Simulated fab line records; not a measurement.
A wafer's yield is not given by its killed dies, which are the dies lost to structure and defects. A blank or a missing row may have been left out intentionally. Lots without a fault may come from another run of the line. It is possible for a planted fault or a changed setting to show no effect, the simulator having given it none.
Problem report, 8D (eight disciplines) form, completed by code	flow sky130	the parts of the form that need people (team, actions taken, sign-off) are left out

## 1. THE ISSUE
At SKY_CONTACT_STRIP_19, strip-time-to-endpoint-s averages 3.26 s over 4 wafers from 2 lots, while fault-free wafers read 3.56 s, standard deviation 0.057. That is -5.3 standard deviations from the usual mean.
The step: strips in O2/N2.
First observed at day 33 21:07: wafer L890.2, on plasma-asher-03. The record has a number at this step for 37 wafers belonging to 13 lots. Rule for "out" (also "out of limits"): further than 4 standard deviations from the usual mean. Any other wafer with a number is counted as sound.

## 2. WHAT IT IS; WHAT IT IS NOT
question	is	is not
which readings at this step	strip-time-to-endpoint-s	drypump-motor-current-A, n2-flow-sccm, oes-product-au
which lots	L890, L892	L883, L884, L896, L897, L898, L901, L902, L903, L904, L905, L906
which wafers of those lots	all that have a number	-
read on which tools	plasma-asher-03	plasma-asher-02, plasma-asher-04
when	from day 33 21:07	up to then (6 sound wafers); but 27 sound wafers of L896, L897, L898, L901, L902, L903, L904, L905, L906 came after

## 3. SUSPECTS, AND WHAT RULES EACH OUT
Counting: a tool stays on the suspect list if, at a process step up to the reading, it processed all lots that are out and no sound lot following the first of them.
- plasma-asher-03 at SKY_CONTACT_STRIP_19 (strips in O2/N2): ruled out as a lasting fault. Following L890 (day 33 21:07), the first lot on it that is out, the sound lots L903, L905 were run on it.
Left after counting: nothing in the record.

## 4. THE CAUSE (what the simulator had put in)
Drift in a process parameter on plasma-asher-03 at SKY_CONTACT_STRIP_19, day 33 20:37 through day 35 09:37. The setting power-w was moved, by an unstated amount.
Counting ruled it out, wrongly.

## 5. SEQUENCE OF EFFECTS, ordered by route
Each row: a reading whose mean over the struck wafers that have a number lies more than 3 standard deviations from the usual. Readings are gone through only where the record gives a usual standard deviation; hours: the median, over the lots, of the time from a lot's start at the first step in this table giving one to that lot's start at this step; sigmas: the change measured in usual standard deviations.
hours	step	reading	usual	on struck wafers	change	sigmas
0	SKY_CONTACT_STRIP_19	strip-time-to-endpoint-s	3.56 s	3.26	-0.30	-5.3
Here are the process steps it includes:
- SKY_CONTACT_STRIP_19: strips in O2/N2.
Later measuring or inspecting steps at which every struck wafer that the step has a row for has a number for every such reading, and none has moved that far: SKY_CONTACT_RS_MEAS_25.

## 6. HOW IT WOULD HAVE BEEN CAUGHT EARLIER
First out-of-limits reading in this record: day 33 21:07, which is 0 hours after fault onset at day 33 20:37.
